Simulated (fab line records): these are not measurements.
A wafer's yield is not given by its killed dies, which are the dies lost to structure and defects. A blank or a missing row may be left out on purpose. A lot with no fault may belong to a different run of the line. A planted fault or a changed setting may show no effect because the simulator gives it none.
Struck lot and sound lot, side by side || flow gf180mcu || 15 steps out of a route of 602
Sound: wafers L257.2, L257.4, L257.5. Struck: wafer L264.5. (L264.2, L264.6 of the same lot were not struck and are left out.) The cause comes at the end.
Each step with rows lists, per side, the tool, then ch with its chambers, then its first start. Under that, the readings that differ: sound wafers || struck wafers || difference of the means || sigmas: that difference in standard deviations of wafers without a fault.
alike: readings whose means differ by less than 2 such deviations, and words and numbers that are the same on both sides. not compared: withheld readings, readings that some wafer has no value for, bounds like >300 that may hide the same value, and numbers for which the record gives no deviation and whose values overlap.
A row with sigmas, a row that says differs or no value, or rows on one side alone: a step with any of these is where the two part. Numbers that have no deviation but don't overlap get no sigmas and don't part them. Lack of a reading on every wafer of one side parts them only where that side has two or more wafers.

first, 3 steps without rows for these wafers: GF_CONTACT_EXPOSE_11 (exposes mask Contact, target cd 220 nm); GF_CONTACT_PEB_12 (peb time 90 s); GF_CONTACT_DEVELOP_13 (develop time 60 s).
GF_CONTACT_CD_MEAS_14: target cd 220 nm.
  struck on cd sem-02, day 20 00:23; sound on cd sem-02, day 16 16:59
  alike: cd nm
GF_CONTACT_OVL_MEAS_15:
  struck on overlay-02, day 20 00:30; sound on overlay-02, day 16 17:06
  alike: CONTACT_OVL
GF_CONTACT_ETCH_16: etches BARC in N2/H2.
  sound on rie diel-02 ch 0,1,2, day 16 17:08; struck on rie diel-04 ch 1, day 20 00:32
{"reading": "drypump motor current A (A)", "sound": "6.1 5.7 5.9", "struck": 4.8, "difference": -1.1, "sigmas": -3}
  alike: oes product au, throttle valve pct
GF_CONTACT_ETCH_17: etches SiO2 in C4F8/O2/Ar, stops on CoSi2, target depth 860 nm.
  sound on rie diel-02 ch 0,1,2; struck on rie diel-04 ch 1
  alike: oes product au
GF_CONTACT_STRIP_18: strips in O2/N2.
  sound on plasma asher-03 ch 1, day 16 17:17; struck on plasma asher-03 ch 0, day 20 00:41
  alike: drypump motor current A, heater power w, oes product au
  not compared: rf hours counter h
then, 3 steps without rows for these wafers: GF_CONTACT_CLEAN_19 (cleans in SPM); GF_CONTACT_CLEAN_20 (cleans in DIW); GF_CONTACT_CLEAN_21 (cleans in dHF, time 20 s).
GF_CONTACT_SPUTTER_22: material Ti, target thk 15 nm, time 80.02 s.
  struck on pvd sputter-02, day 20 01:01; sound on pvd sputter-02, day 16 17:36
  alike: cathode dc power W, throttle valve pct
GF_CONTACT_SPUTTER_23: material TiN, target thk 10 nm, time 40 s.
  struck on pvd sputter-02, day 20 01:04; sound on pvd sputter-02, day 16 17:40
{"reading": "cathode dc power W (W)", "sound": "3999.0 3998.8 4000.7", "struck": 3511.7, "difference": -487.8, "sigmas": "-99 or more"}
{"reading": "model.TiN_of_CONTACT_SPUTTER_23.thk nm (nm)", "sound": "9.788 9.884 9.916", "struck": 8.687, "difference": -1.176, "sigmas": ""}
  alike: throttle valve pct
GF_CONTACT_CVD_24: deposits W, target thk 300 nm, time 90.339 s.
  sound on cvd w-01 ch 0,1, day 16 17:42; struck on cvd w-02 ch 1, day 20 01:07
  alike: heater power w
after that, 1 step had no rows for these wafers: GF_PASSIVATION_PROBE_99.

== WHERE THEY PART ==
First at GF_CONTACT_ETCH_16; last, within this record, at GF_CONTACT_SPUTTER_23. Later steps at which nothing parts them and some readings are alike: GF_CONTACT_CVD_24.

WHY: the cause the simulator had injected
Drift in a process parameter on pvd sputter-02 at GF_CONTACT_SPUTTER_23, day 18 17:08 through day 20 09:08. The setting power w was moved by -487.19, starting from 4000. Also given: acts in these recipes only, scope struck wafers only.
